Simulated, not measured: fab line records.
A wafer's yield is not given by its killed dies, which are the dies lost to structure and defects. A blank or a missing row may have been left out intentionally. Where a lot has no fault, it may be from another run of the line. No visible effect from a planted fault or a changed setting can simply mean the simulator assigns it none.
Which tool was responsible? || flow gf180mcu || 12 lots, 36 wafers sampled, at 4 steps of a route of 602

== WHAT THE GAUGES SHOWED, per wafer ==
GF_PSD_CD_MEAS_07: the cd target is 400 nm. Usual: cd nm reads 400.5 nm (standard deviation 2).
{"lot": "L738", "measured": "day 14 18:51", "on": "cd sem-01", "cd nm (nm)": "399.6 400.2 401.5", "flag": ""}
{"lot": "L740", "measured": "day 15 10:04", "on": "cd sem-02", "cd nm (nm)": "401.7 399.6 402.3", "flag": ""}
{"lot": "L743", "measured": "day 16 09:13", "on": "cd sem-01", "cd nm (nm)": "401.0 400.4 403.8", "flag": ""}
{"lot": "L745", "measured": "day 17 02:15", "on": "cd sem-02", "cd nm (nm)": "397.6 399.1 397.3", "flag": ""}
{"lot": "L747", "measured": "day 17 16:51", "on": "cd sem-01", "cd nm (nm)": "401.6 400.1 402.3", "flag": ""}
{"lot": "L748", "measured": "day 17 22:03", "on": "cd sem-01", "cd nm (nm)": "400.5 399.8 400.8", "flag": ""}
{"lot": "L749", "measured": "day 18 14:04", "on": "cd sem-02", "cd nm (nm)": "398.9 399.8 397.7", "flag": ""}
{"lot": "L753", "measured": "day 19 17:17", "on": "cd sem-02", "cd nm (nm)": "401.8 400.6 402.4", "flag": ""}
{"lot": "L756", "measured": "day 20 21:18", "on": "cd sem-02", "cd nm (nm)": "401.4 400.9 401.9", "flag": ""}
{"lot": "L757", "measured": "day 21 03:30", "on": "cd sem-01", "cd nm (nm)": "400.2 401.2 400.5", "flag": ""}
{"lot": "L758", "measured": "day 21 14:42", "on": "cd sem-02", "cd nm (nm)": "401.2 400.1 400.4", "flag": ""}
{"lot": "L760", "measured": "day 22 06:53", "on": "cd sem-01", "cd nm (nm)": "398.7 399.6 398.3", "flag": ""}

GF_SALICIDE_RS_MEAS_04: measures by four-point-probe. Usual: SALICIDE_TIN_RS gives 16.3 ohm/sq (standard deviation 0.33).
{"lot": "L738", "measured": "day 15 17:39", "on": "film metro-03", "SALICIDE_TIN_RS (ohm/sq)": "16.6 16.0 16.1", "flag": ""}
{"lot": "L740", "measured": "day 16 09:25", "on": "film metro-03", "SALICIDE_TIN_RS (ohm/sq)": "16.2 16.4 16.2", "flag": ""}
{"lot": "L743", "measured": "day 17 09:13", "on": "film metro-03", "SALICIDE_TIN_RS (ohm/sq)": "16.2 16.3 16.7", "flag": ""}
{"lot": "L745", "measured": "day 18 03:07", "on": "film metro-04", "SALICIDE_TIN_RS (ohm/sq)": "16.1 15.9 16.5", "flag": ""}
{"lot": "L747", "measured": "day 18 17:51", "on": "film metro-02", "SALICIDE_TIN_RS (ohm/sq)": "12.4 12.0 12.2", "flag": "OFF"}
{"lot": "L748", "measured": "day 18 23:28", "on": "film metro-04", "SALICIDE_TIN_RS (ohm/sq)": "15.8 16.2 16.5", "flag": ""}
{"lot": "L749", "measured": "day 19 15:39", "on": "film metro-04", "SALICIDE_TIN_RS (ohm/sq)": "12.5 12.2 12.3", "flag": "OFF"}
{"lot": "L753", "measured": "day 20 18:31", "on": "film metro-03", "SALICIDE_TIN_RS (ohm/sq)": "16.5 16.6 16.1", "flag": ""}
{"lot": "L756", "measured": "day 21 21:39", "on": "film metro-02", "SALICIDE_TIN_RS (ohm/sq)": "16.6 16.7 16.1", "flag": ""}
{"lot": "L757", "measured": "day 22 03:57", "on": "film metro-03", "SALICIDE_TIN_RS (ohm/sq)": "16.7 16.5 16.4", "flag": ""}
{"lot": "L758", "measured": "day 22 15:15", "on": "film metro-02", "SALICIDE_TIN_RS (ohm/sq)": "16.1 16.1 16.2", "flag": ""}
{"lot": "L760", "measured": "day 23 06:46", "on": "film metro-02", "SALICIDE_TIN_RS (ohm/sq)": "16.8 16.9 17.1", "flag": ""}

GF_SALICIDE_THK_MEAS_05: measures by xrf. Usual: SALICIDE_TIN_THK gives 20.0 nm (standard deviation 0.31).
{"lot": "L738", "measured": "day 15 17:46", "on": "film metro-03", "SALICIDE_TIN_THK (nm)": "19.6 20.1 20.0", "flag": ""}
{"lot": "L740", "measured": "day 16 09:31", "on": "film metro-03", "SALICIDE_TIN_THK (nm)": "20.0 20.2 19.8", "flag": ""}
{"lot": "L743", "measured": "day 17 09:20", "on": "film metro-03", "SALICIDE_TIN_THK (nm)": "20.3 20.3 19.9", "flag": ""}
{"lot": "L745", "measured": "day 18 03:14", "on": "film metro-04", "SALICIDE_TIN_THK (nm)": "19.8 20.4 20.0", "flag": ""}
{"lot": "L747", "measured": "day 18 17:58", "on": "film metro-02", "SALICIDE_TIN_THK (nm)": "36.3 36.6 36.3", "flag": "OFF"}
{"lot": "L748", "measured": "day 18 23:35", "on": "film metro-04", "SALICIDE_TIN_THK (nm)": "19.6 20.1 19.9", "flag": ""}
{"lot": "L749", "measured": "day 19 15:46", "on": "film metro-04", "SALICIDE_TIN_THK (nm)": "36.5 37.2 36.7", "flag": "OFF"}
{"lot": "L753", "measured": "day 20 18:37", "on": "film metro-03", "SALICIDE_TIN_THK (nm)": "20.3 20.1 20.1", "flag": ""}
{"lot": "L756", "measured": "day 21 21:46", "on": "film metro-02", "SALICIDE_TIN_THK (nm)": "19.8 20.0 19.9", "flag": ""}
{"lot": "L757", "measured": "day 22 04:04", "on": "film metro-03", "SALICIDE_TIN_THK (nm)": "19.7 20.0 20.0", "flag": ""}
{"lot": "L758", "measured": "day 22 15:22", "on": "film metro-02", "SALICIDE_TIN_THK (nm)": "19.5 19.8 19.9", "flag": ""}
{"lot": "L760", "measured": "day 23 06:52", "on": "film metro-02", "SALICIDE_TIN_THK (nm)": "20.0 19.9 19.8", "flag": ""}

== WHAT TOOL EACH LOT RAN ON (gives the tool, then ch and the chambers of the sampled wafers, and finally the start) ==
{"lot": "L738", "GF_SALICIDE_SPUTTER_03": "pvd sputter-02, day 15 17:37"}
{"lot": "L740", "GF_SALICIDE_SPUTTER_03": "pvd sputter-02, day 16 09:22"}
{"lot": "L743", "GF_SALICIDE_SPUTTER_03": "pvd sputter-02, day 17 09:11"}
{"lot": "L745", "GF_SALICIDE_SPUTTER_03": "pvd sputter-02, day 18 03:05"}
{"lot": "L747", "GF_SALICIDE_SPUTTER_03": "pvd sputter-02, day 18 17:50"}
{"lot": "L748", "GF_SALICIDE_SPUTTER_03": "pvd sputter-01, day 18 23:26"}
{"lot": "L749", "GF_SALICIDE_SPUTTER_03": "pvd sputter-02, day 19 15:37"}
{"lot": "L753", "GF_SALICIDE_SPUTTER_03": "pvd sputter-01, day 20 18:28"}
{"lot": "L756", "GF_SALICIDE_SPUTTER_03": "pvd sputter-03, day 21 21:38"}
{"lot": "L757", "GF_SALICIDE_SPUTTER_03": "pvd sputter-03, day 22 03:56"}
{"lot": "L758", "GF_SALICIDE_SPUTTER_03": "pvd sputter-02, day 22 15:13"}
{"lot": "L760", "GF_SALICIDE_SPUTTER_03": "pvd sputter-03, day 23 06:43"}
- GF_SALICIDE_SPUTTER_03: material TiN, target thk 20 nm, time 16.7 s.

== AS READ BY THE TOOLS THEMSELVES (means over the sampled wafers that have a number; for cases with no such wafer, the mark the record gives instead) ==
GF_SALICIDE_SPUTTER_03. Usual: throttle valve pct reads 29.9 % (standard deviation 0.93).
{"lot": "L738", "tool": "pvd sputter-02", "throttle valve pct (%)": 29.9, "flag": ""}
{"lot": "L740", "tool": "pvd sputter-02", "throttle valve pct (%)": 29.0, "flag": ""}
{"lot": "L743", "tool": "pvd sputter-02", "throttle valve pct (%)": 29.9, "flag": ""}
{"lot": "L745", "tool": "pvd sputter-02", "throttle valve pct (%)": 29.9, "flag": ""}
{"lot": "L747", "tool": "pvd sputter-02", "throttle valve pct (%)": 29.7, "flag": ""}
{"lot": "L748", "tool": "pvd sputter-01", "throttle valve pct (%)": 29.4, "flag": ""}
{"lot": "L749", "tool": "pvd sputter-02", "throttle valve pct (%)": 29.9, "flag": ""}
{"lot": "L753", "tool": "pvd sputter-01", "throttle valve pct (%)": 29.5, "flag": ""}
{"lot": "L756", "tool": "pvd sputter-03", "throttle valve pct (%)": 31.2, "flag": ""}
{"lot": "L757", "tool": "pvd sputter-03", "throttle valve pct (%)": 30.9, "flag": ""}
{"lot": "L758", "tool": "pvd sputter-02", "throttle valve pct (%)": 29.2, "flag": ""}
{"lot": "L760", "tool": "pvd sputter-03", "throttle valve pct (%)": 31.3, "flag": ""}

== THE ANSWER, worked out from the rows above alone ==
Rule: lot off if the mean of its wafers having a number is beyond 3 standard deviations from the usual mean. Also off: a lot with no number at a reading for which 4 or more lots have one. Any other lot the step has rows for is counted as sound. First the gauges in route order, then the tools' own readings, where a lot's mean is used as printed above. The first step at which some lot is off is used, and at that step the reading that is off furthest; a lot without a number counts as furthest.
Off: L747, L749, at GF_SALICIDE_RS_MEAS_04 (SALICIDE_TIN_RS).
A tool fits if, at a process step before that reading, it ran every lot that is off, and no sound lot after the first of them. Those tools and the gauges at GF_SALICIDE_RS_MEAS_04 are tried in the same way. Not one of the candidates tried fits.

== WHAT THE SIMULATOR PUT IN ==
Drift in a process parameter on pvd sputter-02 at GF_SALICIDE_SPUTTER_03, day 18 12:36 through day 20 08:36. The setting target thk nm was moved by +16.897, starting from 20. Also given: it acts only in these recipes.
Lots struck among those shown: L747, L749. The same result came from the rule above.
